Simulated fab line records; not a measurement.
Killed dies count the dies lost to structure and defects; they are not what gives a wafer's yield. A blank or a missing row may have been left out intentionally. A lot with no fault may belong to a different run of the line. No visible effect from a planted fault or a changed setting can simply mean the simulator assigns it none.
fab line records	flow gf180mcu
record: lots: 24	wafers: 72	last-day: 34
route steps=602 shown STI@25 CONTACT@310 V3@430 MIM@508 V5@558
lots that met no fault: from a run of the same line without faults
start-h: start of the lot's first displayed wafer, in hours after the record's first day	wait-h: hours elapsed since this lot's preceding step	" repeats the value in the row above	L1.1+2: one row covering several wafers at once	- no value present, or no start provided	* or withheld: withheld	< > ~ a bound
route shown NAME@n: names a module that has steps shown in the file, with the first one's number in the route	usual: mean and standard deviation over wafers with no fault	same: alike in all rows	chamber/n: place in a boat	sites: per-site readings	_std_site: standard deviation across them	_edge_site: the outer-site mean with the inner-site mean subtracted	radius-mm: how far each site lies from the wafer's centre	mask NAME#n: copy n	behind: the tool/chamber that last shaped the wafer	hold: the reason the lot was held/the length of the hold in hours/how it ended	device: which transistor (n, p or np) failed to switch	end of line: tests of these same wafers at the route's end	for a step that has no rows: nothing shown but its recipe	killed: not the wafer's yield, but the dies lost to structure and defects at the first sort	map: dies across one wafer; x = killed, . = not, _ = none there
set.NAME: the setting that was run; set.NAME@STEP: the one run at that earlier step	model.NAME: the simulator's own value behind a step, which no gauge read
one table for each step of the route and one row for each wafer, over a sample of lots
services: from which hour (start-h, from the record's first day; less than 0 if before it) a tool's chamber was out of use, for how many hours, and why
== steps ==
step: GF_STI_THK_MEAS_24
recipe: reads: SiO2_of_STI_CVD_23
usual: STI_CVD_23_THK: 651/6.6
lot.wafer	tool	chamber	start-h	wait-h	STI_CVD_23_THK[nm]
L075.2	film-metro-03	-	41.04	0.0	647
L075.4	"	-	"	"	661
L075.6	"	-	"	"	651
L074.1	film-metro-04	-	41.07	0.1	647
L074.3	"	-	"	"	642
L074.6	"	-	"	"	639
L077.1	film-metro-03	-	50.69	0.0	648
L077.4	"	-	"	"	643
L077.6	"	-	"	"	644
L076.3	film-metro-04	-	50.71	0.1	652
L076.4	"	-	"	"	654
L076.5	"	-	"	"	636
L078.1	film-metro-01	-	50.77	0.0	668
L078.2	"	-	"	"	662
L078.6	"	-	"	"	655
L080.1	film-metro-01	-	61.80	0.0	650
L080.2	"	-	"	"	653
L080.5	"	-	"	"	647
L079.2	film-metro-04	-	61.81	0.0	646
L079.3	"	-	"	"	645
L079.6	"	-	"	"	636
L081.1	film-metro-01	-	71.66	0.0	647
L081.2	"	-	"	"	652
L081.5	"	-	"	"	655
L082.1	film-metro-04	-	71.66	0.0	648
L082.3	"	-	"	"	644
L082.6	"	-	"	"	651
L083.1	film-metro-04	-	77.07	0.0	650
L083.4	"	-	"	"	654
L083.5	"	-	"	"	649
L084.1	film-metro-03	-	81.89	0.0	659
L084.3	"	-	"	"	654
L084.5	"	-	"	"	655
L085.2	film-metro-01	-	85.95	0.0	652
L085.4	"	-	"	"	654
L085.6	"	-	"	"	651
L086.1	film-metro-03	-	92.78	0.0	651
L086.3	"	-	"	"	656
L086.4	"	-	"	"	645
L087.2	film-metro-01	-	96.41	0.0	649
L087.3	"	-	"	"	651
L087.5	"	-	"	"	648
L088.1	film-metro-01	-	99.68	0.0	648
L088.5	"	-	"	"	652
L088.6	"	-	"	"	645
L089.3	film-metro-04	-	104.65	0.1	653
L089.5	"	-	"	"	648
L089.6	"	-	"	"	654
L090.2	film-metro-04	-	110.88	0.1	651
L090.3	"	-	"	"	651
L090.5	"	-	"	"	648
L091.3	film-metro-03	-	114.21	0.1	647
L091.4	"	-	"	"	645
L091.5	"	-	"	"	642
L092.1	film-metro-01	-	119.73	0.0	657
L092.3	"	-	"	"	653
L092.5	"	-	"	"	652
L093.1	film-metro-01	-	123.78	0.1	658
L093.2	"	-	"	"	663
L093.5	"	-	"	"	659
L094.2	film-metro-03	-	130.60	0.0	652
L094.4	"	-	"	"	648
L094.6	"	-	"	"	641
L095.2	film-metro-03	-	135.76	0.0	644
L095.3	"	-	"	"	642
L095.4	"	-	"	"	640
L096.2	film-metro-01	-	140.38	0.1	657
L096.3	"	-	"	"	663
L096.6	"	-	"	"	658
L097.4	film-metro-03	-	145.62	0.1	660
L097.5	"	-	"	"	661
L097.6	"	-	"	"	659
step: GF_CONTACT_SPUTTER_23
recipe: material: TiN	target-thk-nm: 10	chamber-pressure-pa: 5	power-w: 4000	time-s: 40
usual: throttle-valve-pct: 29.6/1.4
lot.wafer	tool	chamber	start-h	wait-h	throttle-valve-pct
L074.1	pvd-sputter-04	-	381.26	0.0	31.0
L074.3	"	-	"	"	30.1
L074.6	"	-	"	"	31.1
L075.2	pvd-sputter-01	-	389.72	0.0	29.3
L075.4	"	-	"	"	26.8
L075.6	"	-	"	"	30.8
L076.3	pvd-sputter-03	-	398.88	0.0	29.2
L076.4	"	-	"	"	28.4
L076.5	"	-	"	"	28.8
L077.1	pvd-sputter-04	-	399.67	0.0	29.9
L077.4	"	-	"	"	31.2
L077.6	"	-	"	"	31.0
L078.1	pvd-sputter-01	-	402.83	0.0	26.7
L078.2	"	-	"	"	30.8
L078.6	"	-	"	"	29.7
L080.1	pvd-sputter-03	-	415.58	0.0	29.1
L080.2	"	-	"	"	28.3
L080.5	"	-	"	"	29.1
L079.2	pvd-sputter-04	-	419.58	0.0	31.1
L079.3	"	-	"	"	30.0
L079.6	"	-	"	"	29.8
L082.1	pvd-sputter-03	-	435.61	0.0	28.9
L082.3	"	-	"	"	29.2
L082.6	"	-	"	"	28.4
L083.1	pvd-sputter-03	-	443.56	0.0	31.5
L083.4	"	-	"	"	28.7
L083.5	"	-	"	"	31.5
L081.1	pvd-sputter-03	-	444.26	0.0	29.3
L081.2	"	-	"	"	29.1
L081.5	"	-	"	"	31.4
L084.1	pvd-sputter-03	-	453.17	0.0	28.7
L084.3	"	-	"	"	28.3
L084.5	"	-	"	"	29.2
L085.2	pvd-sputter-01	-	459.82	0.0	29.6
L085.4	"	-	"	"	30.9
L085.6	"	-	"	"	29.5
L086.1	pvd-sputter-01	-	468.78	0.0	30.9
L086.3	"	-	"	"	29.1
L086.4	"	-	"	"	29.6
L087.2	pvd-sputter-01	-	479.81	0.0	29.6
L087.3	"	-	"	"	29.3
L087.5	"	-	"	"	29.1
L088.1	pvd-sputter-01	-	481.71	0.0	27.0
L088.5	"	-	"	"	26.8
L088.6	"	-	"	"	29.7
L089.3	pvd-sputter-04	-	491.67	0.0	31.2
L089.5	"	-	"	"	30.1
L089.6	"	-	"	"	30.6
L090.2	pvd-sputter-01	-	502.18	0.0	31.0
L090.3	"	-	"	"	29.5
L090.5	"	-	"	"	26.8
L091.3	pvd-sputter-01	-	511.17	0.0	29.4
L091.4	"	-	"	"	26.7
L091.5	"	-	"	"	29.2
L092.1	pvd-sputter-04	-	519.92	0.0	31.2
L092.3	"	-	"	"	30.0
L092.5	"	-	"	"	29.9
L093.1	pvd-sputter-03	-	523.27	0.0	29.1
L093.2	"	-	"	"	28.4
L093.5	"	-	"	"	31.5
L094.2	pvd-sputter-03	-	535.16	0.0	29.0
L094.4	"	-	"	"	28.4
L094.6	"	-	"	"	29.3
L095.2	pvd-sputter-03	-	537.96	0.0	29.0
L095.3	"	-	"	"	28.5
L095.4	"	-	"	"	28.9
L096.2	pvd-sputter-03	-	546.22	0.0	29.3
L096.3	"	-	"	"	31.6
L096.6	"	-	"	"	31.6
L097.4	pvd-sputter-03	-	551.93	0.0	28.8
L097.5	"	-	"	"	28.5
L097.6	"	-	"	"	29.0
step: GF_V3_THK_MEAS_01
recipe: reads: SiO2_of_V3_CVD_00
usual: V3_CVD_00_THK: 598/7.3
lot.wafer	tool	chamber	start-h	wait-h	V3_CVD_00_THK[nm]
L074.1	film-metro-01	-	509.40	0.0	597
L074.3	"	-	"	"	611
L074.6	"	-	"	"	606
L075.2	film-metro-01	-	520.51	0.1	612
L075.4	"	-	"	"	621
L075.6	"	-	"	"	610
L076.3	film-metro-03	-	526.92	0.1	598
L076.4	"	-	"	"	588
L076.5	"	-	"	"	592
L077.1	film-metro-01	-	527.55	0.0	584
L077.4	"	-	"	"	592
L077.6	"	-	"	"	594
L078.1	film-metro-03	-	530.37	0.0	610
L078.2	"	-	"	"	611
L078.6	"	-	"	"	603
L080.1	film-metro-01	-	544.11	0.0	578
L080.2	"	-	"	"	596
L080.5	"	-	"	"	593
L079.2	film-metro-04	-	546.92	0.0	587
L079.3	"	-	"	"	602
L079.6	"	-	"	"	599
L082.1	film-metro-03	-	560.53	0.0	604
L082.3	"	-	"	"	601
L082.6	"	-	"	"	600
L083.1	film-metro-03	-	568.70	0.0	600
L083.4	"	-	"	"	607
L083.5	"	-	"	"	597
L081.1	film-metro-04	-	569.56	0.0	596
L081.2	"	-	"	"	606
L081.5	"	-	"	"	596
L084.1	film-metro-04	-	575.86	0.0	597
L084.3	"	-	"	"	607
L084.5	"	-	"	"	597
L085.2	film-metro-04	-	581.37	0.0	604
L085.4	"	-	"	"	602
L085.6	"	-	"	"	600
L086.1	film-metro-03	-	597.85	0.1	606
L086.3	"	-	"	"	599
L086.4	"	-	"	"	595
L087.2	film-metro-04	-	599.42	0.0	592
L087.3	"	-	"	"	591
L087.5	"	-	"	"	597
L088.1	film-metro-03	-	599.76	0.1	596
L088.5	"	-	"	"	596
L088.6	"	-	"	"	601
L089.3	film-metro-04	-	613.66	0.1	595
L089.5	"	-	"	"	596
L089.6	"	-	"	"	604
L090.2	film-metro-04	-	623.17	0.1	601
L090.3	"	-	"	"	594
L090.5	"	-	"	"	604
L091.3	film-metro-01	-	628.62	0.1	606
L091.4	"	-	"	"	605
L091.5	"	-	"	"	586
L092.1	film-metro-04	-	634.20	0.0	595
L092.3	"	-	"	"	587
L092.5	"	-	"	"	593
L093.1	film-metro-01	-	637.84	0.0	598
L093.2	"	-	"	"	594
L093.5	"	-	"	"	597
L094.2	film-metro-03	-	648.71	0.0	606
L094.4	"	-	"	"	599
L094.6	"	-	"	"	588
L095.2	film-metro-01	-	651.48	0.0	596
L095.3	"	-	"	"	589
L095.4	"	-	"	"	598
L096.2	film-metro-03	-	658.36	0.1	604
L096.3	"	-	"	"	597
L096.6	"	-	"	"	591
L097.4	film-metro-03	-	663.23	0.0	591
L097.5	"	-	"	"	601
L097.6	"	-	"	"	589
step: GF_MIM_CVD_05
recipe: material: Si3N4	target-thk-nm: 42	temp-max-c: 400	temp-c: 385	time-s: 29.086	rf-w: 450
usual: heater-power-w: 650/86
lot.wafer	tool	chamber	start-h	wait-h	heater-power-w
L074.1	pecvd-01	1	579.97	0.0	662
L074.3	"	0	"	"	645
L074.6	"	1	"	"	660
L075.2	pecvd-01	1	592.80	0.0	641
L075.4	"	1	"	"	640
L075.6	"	2	"	"	768
L076.3	pecvd-01	1	597.91	0.0	694
L076.4	"	0	"	"	604
L076.5	"	2	"	"	770
L077.1	pecvd-01	1	597.94	0.0	725
L077.4	"	0	"	"	713
L077.6	"	2	"	"	771
L078.1	pecvd-01	0	600.12	0.0	672
L078.2	"	1	"	"	740
L078.6	"	2	"	"	758
L080.1	pecvd-01	0	613.63	0.0	684
L080.2	"	2	"	"	775
L080.5	"	0	"	"	686
L079.2	pecvd-04	0	617.01	0.0	659
L079.3	"	1	"	"	500
L079.6	"	0	"	"	659
L082.1	pecvd-01	0	629.60	0.0	709
L082.3	"	2	"	"	736
L082.6	"	1	"	"	749
L083.1	pecvd-03	2	636.47	0.0	646
L083.4	"	2	"	"	633
L083.5	"	0	"	"	622
L081.1	pecvd-01	1	636.82	0.0	624
L081.2	"	2	"	"	653
L081.5	"	0	"	"	608
L084.1	pecvd-04	0	643.56	0.0	645
L084.3	"	2	"	"	443
L084.5	"	1	"	"	513
L085.2	pecvd-01	0	647.92	0.0	642
L085.4	"	0	"	"	610
L085.6	"	1	"	"	670
L086.1	pecvd-03	0	664.30	0.0	617
L086.3	"	1	"	"	652
L086.4	"	2	"	"	600
L087.2	pecvd-01	0	665.86	0.0	647
L087.3	"	2	"	"	729
L087.5	"	1	"	"	678
L088.1	pecvd-01	0	666.50	0.0	688
L088.5	"	1	"	"	622
L088.6	"	0	"	"	700
L089.3	pecvd-01	2	679.07	0.0	743
L089.5	"	0	"	"	693
L089.6	"	1	"	"	683
L090.2	pecvd-04	2	688.24	0.0	524
L090.3	"	0	"	"	572
L090.5	"	2	"	"	514
L091.3	pecvd-04	1	693.85	0.0	528
L091.4	"	1	"	"	530
L091.5	"	0	"	"	663
L092.1	pecvd-04	1	698.22	0.0	497
L092.3	"	2	"	"	541
L092.5	"	1	"	"	496
L093.1	pecvd-03	0	702.47	0.0	563
L093.2	"	1	"	"	586
L093.5	"	2	"	"	645
L094.2	pecvd-01	0	711.14	0.0	666
L094.4	"	1	"	"	762
L094.6	"	0	"	"	653
L095.2	pecvd-01	2	713.29	0.0	732
L095.3	"	1	"	"	723
L095.4	"	0	"	"	596
L096.2	pecvd-03	2	720.76	0.0	603
L096.3	"	1	"	"	657
L096.6	"	2	"	"	601
L097.4	pecvd-01	0	723.68	0.0	627
L097.5	"	2	"	"	744
L097.6	"	1	"	"	756
step: GF_MIM_THK_MEAS_11
recipe: thk-meas-gauge: xrf	reads: AlCu_of_MIM_SPUTTER_08
usual: MIM_ALCU_THK: 208.9/1.9
lot.wafer	tool	chamber	start-h	wait-h	MIM_ALCU_THK[nm]
L074.1	film-metro-01	-	580.28	0.1	207.6
L074.3	"	-	"	"	207.4
L074.6	"	-	"	"	206.8
L075.2	film-metro-04	-	593.14	0.1	207.9
L075.4	"	-	"	"	211.6
L075.6	"	-	"	"	209.9
L076.3	film-metro-02	-	598.24	0.1	208.2
L076.4	"	-	"	"	210.3
L076.5	"	-	"	"	206.5
L077.1	film-metro-04	-	598.25	0.1	210.3
L077.4	"	-	"	"	209.3
L077.6	"	-	"	"	211.1
L078.1	film-metro-02	-	600.43	0.1	208.6
L078.2	"	-	"	"	209.6
L078.6	"	-	"	"	206.4
L080.1	film-metro-01	-	613.94	0.1	208.2
L080.2	"	-	"	"	209.9
L080.5	"	-	"	"	211.9
L079.2	film-metro-04	-	617.34	0.1	209.8
L079.3	"	-	"	"	206.7
L079.6	"	-	"	"	210.1
L082.1	film-metro-01	-	629.91	0.1	210.1
L082.3	"	-	"	"	208.0
L082.6	"	-	"	"	210.5
L083.1	film-metro-02	-	636.78	0.1	212.5
L083.4	"	-	"	"	209.8
L083.5	"	-	"	"	213.3
L081.1	film-metro-04	-	637.13	0.1	210.1
L081.2	"	-	"	"	210.7
L081.5	"	-	"	"	211.3
L084.1	film-metro-04	-	643.88	0.1	205.5
L084.3	"	-	"	"	208.6
L084.5	"	-	"	"	209.0
L085.2	film-metro-02	-	648.24	0.1	206.4
L085.4	"	-	"	"	205.9
L085.6	"	-	"	"	208.6
L086.1	film-metro-02	-	664.61	0.1	206.4
L086.3	"	-	"	"	205.8
L086.4	"	-	"	"	207.6
L087.2	film-metro-04	-	666.18	0.1	210.3
L087.3	"	-	"	"	206.9
L087.5	"	-	"	"	208.4
L088.1	film-metro-02	-	666.81	0.1	207.7
L088.5	"	-	"	"	207.0
L088.6	"	-	"	"	208.3
L089.3	film-metro-02	-	679.41	0.1	208.0
L089.5	"	-	"	"	208.3
L089.6	"	-	"	"	205.9
L090.2	film-metro-01	-	688.56	0.1	208.8
L090.3	"	-	"	"	213.9
L090.5	"	-	"	"	211.4
L091.3	film-metro-04	-	694.18	0.1	208.3
L091.4	"	-	"	"	209.7
L091.5	"	-	"	"	208.0
L092.1	film-metro-01	-	698.53	0.1	207.4
L092.3	"	-	"	"	208.1
L092.5	"	-	"	"	208.7
L093.1	film-metro-02	-	702.78	0.1	211.3
L093.2	"	-	"	"	207.5
L093.5	"	-	"	"	209.7
L094.2	film-metro-04	-	711.47	0.1	211.8
L094.4	"	-	"	"	207.2
L094.6	"	-	"	"	207.1
L095.2	film-metro-04	-	713.62	0.1	209.9
L095.3	"	-	"	"	209.2
L095.4	"	-	"	"	211.4
L096.2	film-metro-02	-	721.09	0.1	206.7
L096.3	"	-	"	"	209.9
L096.6	"	-	"	"	207.6
L097.4	film-metro-02	-	724.00	0.1	208.2
L097.5	"	-	"	"	206.2
L097.6	"	-	"	"	208.7
step: GF_V5_STRIP_18
recipe: chemistry: O2/N2	power-w: 1400	pressure-mtorr: 1500	platen-temp-c: 250	o2-flow-sccm: 3000	n2-flow-sccm: 300	overash-fraction: 0.5
usual: drypump-motor-current-A: 6.0/0.41	heater-power-w: 316/39	oes-product-au: 0.569/0.0046
lot.wafer	tool	chamber	start-h	wait-h	drypump-motor-current-A	heater-power-w	oes-product-au	rf-hours-counter-h
L074.1	plasma-asher-04	1	644.59	-	6.3	311	0.568	87
L074.3	"	1	"	"	6.3	300	0.574	-
L074.6	"	0	"	"	5.4	394	0.570	-
L075.2	plasma-asher-04	1	656.24	-	6.2	302	0.568	89
L075.4	"	0	"	"	5.4	398	0.565	-
L075.6	"	1	"	"	6.2	311	0.564	-
L076.3	plasma-asher-04	0	660.28	-	5.5	403	0.570	-
L076.4	"	1	"	"	6.2	314	0.574	-
L076.5	"	1	"	"	6.2	309	0.571	-
L077.1	plasma-asher-03	1	661.00	-	6.1	300	0.572	98
L077.4	"	0	"	"	6.5	305	0.570	-
L077.6	"	0	"	"	6.5	301	0.565	-
L078.1	plasma-asher-04	1	663.95	-	6.3	300	0.572	90
L078.2	"	0	"	"	5.5	403	0.569	90
L078.6	"	0	"	"	5.5	393	0.569	-
L080.1	plasma-asher-03	0	674.99	-	6.5	300	0.574	100
L080.2	"	1	"	"	6.2	293	0.570	100
L080.5	"	0	"	"	6.5	305	0.572	-
L079.2	plasma-asher-03	0	678.44	-	6.5	298	0.573	100
L079.3	"	1	"	"	6.2	291	0.561	-
L079.6	"	0	"	"	6.5	296	0.571	-
L082.1	plasma-asher-03	0	689.20	-	6.5	311	0.564	101
L082.3	"	0	"	"	6.5	304	0.563	-
L082.6	"	0	"	"	6.5	292	0.572	-
L083.1	plasma-asher-01	1	696.50	-	5.7	306	0.563	59
L083.4	"	0	"	"	5.4	316	0.555	-
L083.5	"	0	"	"	5.4	320	0.566	-
L081.1	plasma-asher-01	1	697.24	-	5.7	301	0.568	59
L081.2	"	0	"	"	5.4	318	0.576	59
L081.5	"	0	"	"	5.4	317	0.567	-
L084.1	plasma-asher-03	1	704.49	-	6.2	296	0.567	103
L084.3	"	0	"	"	6.5	302	0.575	-
L084.5	"	1	"	"	6.2	289	0.575	-
L085.2	plasma-asher-04	0	709.00	-	5.4	407	0.570	96
L085.4	"	1	"	"	6.2	306	0.573	-
L085.6	"	1	"	"	6.2	304	0.576	-
L086.1	plasma-asher-03	0	723.24	-	6.6	305	0.572	105
L086.3	"	0	"	"	6.5	305	0.558	-
L086.4	"	1	"	"	6.2	297	0.570	-
L087.2	plasma-asher-03	1	725.69	-	6.2	287	0.570	105
L087.3	"	0	"	"	6.5	294	0.563	-
L087.5	"	0	"	"	6.5	299	0.560	-
L088.1	plasma-asher-01	0	726.04	-	5.4	310	0.571	63
L088.5	"	1	"	"	5.7	305	0.572	-
L088.6	"	0	"	"	5.4	312	0.569	-
L089.3	plasma-asher-01	1	736.83	-	5.7	303	0.564	-
L089.5	"	0	"	"	5.4	316	0.571	-
L089.6	"	1	"	"	5.7	293	0.568	-
L090.2	plasma-asher-04	0	744.39	-	5.5	397	0.567	100
L090.3	"	1	"	"	6.3	306	0.576	-
L090.5	"	1	"	"	6.2	307	0.573	-
L091.3	plasma-asher-03	0	748.77	-	6.5	288	0.569	-
L091.4	"	1	"	"	6.2	296	0.570	-
L091.5	"	1	"	"	6.1	298	0.568	-
L092.1	plasma-asher-04	1	753.50	-	6.2	305	0.563	101
L092.3	"	1	"	"	6.3	308	0.564	-
L092.5	"	1	"	"	6.3	308	0.570	-
L093.1	plasma-asher-03	0	757.21	-	6.5	273	0.566	2
L093.2	"	1	"	"	6.1	291	0.571	2
L093.5	"	0	"	"	6.5	280	0.558	-
L094.2	plasma-asher-03	1	764.39	-	6.1	297	0.571	2
L094.4	"	0	"	"	6.5	278	0.572	-
L094.6	"	1	"	"	6.1	292	0.572	-
L095.2	plasma-asher-03	0	766.34	-	6.5	291	0.571	2
L095.3	"	0	"	"	6.5	280	0.579	-
L095.4	"	1	"	"	6.2	297	0.574	-
L096.2	plasma-asher-03	0	773.09	-	6.5	283	0.567	3
L096.3	"	0	"	"	6.5	283	0.560	-
L096.6	"	1	"	"	6.2	286	0.570	-
L097.4	plasma-asher-04	0	776.57	-	5.4	402	0.578	-
L097.5	"	0	"	"	5.4	404	0.574	-
L097.6	"	1	"	"	6.2	307	0.567	-
== services ==
tool	chamber	start-h	hours	kind
pvd-sputter-01	-	379.78	2.7	repair
pecvd-01	2	399.78	6.6	repair
plasma-asher-03	-	404.70	0.7	repair
plasma-asher-03	-	407.95	0.4	repair
pecvd-01	1	416.00	3.9	repair
pvd-sputter-01	-	422.88	2.7	repair
pecvd-01	-	424.28	1.6	repair
pecvd-01	-	429.41	2.8	pm
pvd-sputter-03	-	438.03	2.3	repair
pecvd-01	-	448.27	0.5	repair
pecvd-01	-	461.07	6.0	pm
pecvd-01	-	468.65	14.6	pm
plasma-asher-03	-	469.12	2.8	pm
pvd-sputter-03	-	481.84	11.0	repair
pecvd-01	2	492.11	2.2	repair
plasma-asher-04	-	512.26	1.0	repair
pvd-sputter-01	-	527.12	4.0	repair
pvd-sputter-03	-	540.14	2.9	repair
pecvd-01	0	591.62	4.6	repair
pecvd-01	-	593.51	0.7	repair
plasma-asher-03	-	636.98	1.5	repair
pvd-sputter-03	-	662.97	13.3	repair
pvd-sputter-03	-	664.13	0.7	repair
plasma-asher-03	-	733.75	9.0	pm
== key ==
fault none
